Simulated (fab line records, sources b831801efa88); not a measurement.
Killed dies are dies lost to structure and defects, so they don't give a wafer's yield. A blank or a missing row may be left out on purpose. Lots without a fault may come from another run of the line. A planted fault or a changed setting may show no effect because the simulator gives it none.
A struck lot beside a sound one | flow sky130 | 18 steps out of a route of 708
Sound: wafers L797.2, L797.3, L797.4. Struck: wafers L808.1, L808.4, L808.5. The cause comes at the end.
At each step with rows: each side's tool, then ch and its chambers, then its first start. Under that, the readings that differ: sound wafers | struck wafers | difference of the means | sigmas: that difference in standard deviations of wafers without a fault.
alike: readings whose means differ by less than 2 such deviations, and words and numbers that are the same on both sides. not compared: withheld readings, readings that some wafer has no value for, bounds like >300 that may hide the same value, and numbers for which the record gives no deviation and whose values overlap.
The two part at a step that has a row with sigmas, a row that says differs or no value, or rows on one side only. Numbers that don't overlap but have no deviation are shown without sigmas and don't part them. A reading that every wafer of one side lacks parts them only if that side has two wafers or more.

first, 3 steps without rows for these wafers: SKY_SONOS_ONO_WET_ETCH_18 (etches Si3N4 in H3PO4, target depth 15 nm, time 172 s); SKY_GATE_OXIDE_CLEAN_00 (cleans in SC1/SC2, time 150 s); SKY_GATE_OXIDE_OXIDATION_01 (stabilise 600 s, purge 300 s, target thk 10.268 nm).
SKY_GATE_OXIDE_THK_MEAS_02:
  sound on film_metro-01, day 14 12:16; struck on film_metro-02, day 18 02:02
  alike: GATE_OXIDE_OXIDATION_00_THK
then, 7 steps without rows for these wafers: SKY_GATE_OXIDE_DEHYDRATE_03 (time 60 s); SKY_GATE_OXIDE_HMDS_04 (prime time 60 s); SKY_GATE_OXIDE_COAT_05 (resist thk 1140 nm); SKY_GATE_OXIDE_SOFTBAKE_06 (time 60 s); SKY_GATE_OXIDE_EXPOSE_07 (exposes mask LVOM, target cd 600 nm); SKY_GATE_OXIDE_PEB_08; SKY_GATE_OXIDE_DEVELOP_09 (develop time 60 s).
SKY_GATE_OXIDE_OVL_MEAS_10:
  sound on overlay-02, day 15 13:40; struck on overlay-02, day 19 07:10
  alike: GATE_OXIDE_OVL
SKY_GATE_OXIDE_IMPLANT_11:
  sound on implanter-03 ch 0, day 15 13:43; struck on implanter-01 ch 0, day 19 07:12
  reading                   | sound              | struck               | difference | sigmas
  beam_energy_keV           | 9.999 9.997 10.000 | 11.639 11.637 11.633 | +1.638     | +99 or more
  model.implant.rp_nm (nm)  | 33.67 33.67 33.67  | 38.25 38.25 38.25    | +4.58      |
  model.implant.drp_nm (nm) | 17.11 17.11 17.11  | 19.06 19.06 19.06    | +1.95      |
then, 1 step without rows for these wafers: SKY_GATE_OXIDE_WET_ETCH_12 (etches SiO2 in dHF, target depth 16.8 nm, time 336 s).
SKY_GATE_OXIDE_STRIP_13: strips in O2/N2.
  sound on plasma_asher-01 ch 0,1, day 15 13:58; struck on plasma_asher-03 ch 0,1, day 19 07:28
  alike: drypump_motor_current_A, oes_product_au, strip_time_to_endpoint_s
  not compared: rf_hours_counter_h
SKY_GATE_OXIDE_TW_MEAS_14:
  sound on film_metro-03, day 15 14:04; struck on film_metro-02, day 19 07:34
  reading       | sound             | struck            | difference | sigmas
  GATE_OXIDE_TW | 225.6 225.3 223.7 | 230.9 230.9 230.6 | +5.9       | +5
then, 1 step without rows for these wafers: SKY_GATE_OXIDE_CLEAN_15 (cleans in SC1/SC2, time 150 s).
-- the record jumps here: 30 days lie between the struck wafers' starts before and after (it left off in module GATE_OXIDE and takes up again in module PAD_OPEN, whose first step shown is number 708 of the route) --
SKY_PAD_OPEN_PROBE_99:
  sound on prober-02, day 47 01:17; struck on prober-01, day 49 14:14
  reading                                  | sound                   | struck                  | difference | sigmas
  model.etest.pfet_01v8_lvt.off_log10_a_um | -9.229 -9.105 -8.894    | -8.6 -8.641 -8.589      | +0.5       |
  model.etest.pfet_01v8_lvt.vt_sat_v (V)   | -0.4585 -0.4573 -0.4497 | -0.4355 -0.4471 -0.4397 | +0.0144    |
  model.etest.pfet_01v8_hvt.vt_long_v (V)  | -1.112 -1.111 -1.113    | -1.105 -1.109 -1.109    | +0.004     |
  alike: killed_at_M0_to_M3, killed_at_M4_up, killed_at_contacts, killed_at_front_end, killed_at_other, killed_dies, killed_open, killed_short
  not compared: model.etest.pfet_01v8_lvt.vt_v, model.etest.pfet_01v8_lvt.vt_long_v, model.etest.nfet_01v8_lvt.vt_long_v, model.etest.nfet_01v8.vt_long_v, model.etest.nfet_01v8_turned.vt_v

WHERE THEY PART
First at SKY_GATE_OXIDE_IMPLANT_11; last, within this record, at SKY_GATE_OXIDE_TW_MEAS_14. Later steps at which nothing parts them and some readings are alike: SKY_PAD_OPEN_PROBE_99.

WHY: what the simulator had put in
Process parameter drift: implanter-01, from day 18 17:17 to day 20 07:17, at SKY_GATE_OXIDE_IMPLANT_11. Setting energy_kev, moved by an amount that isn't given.
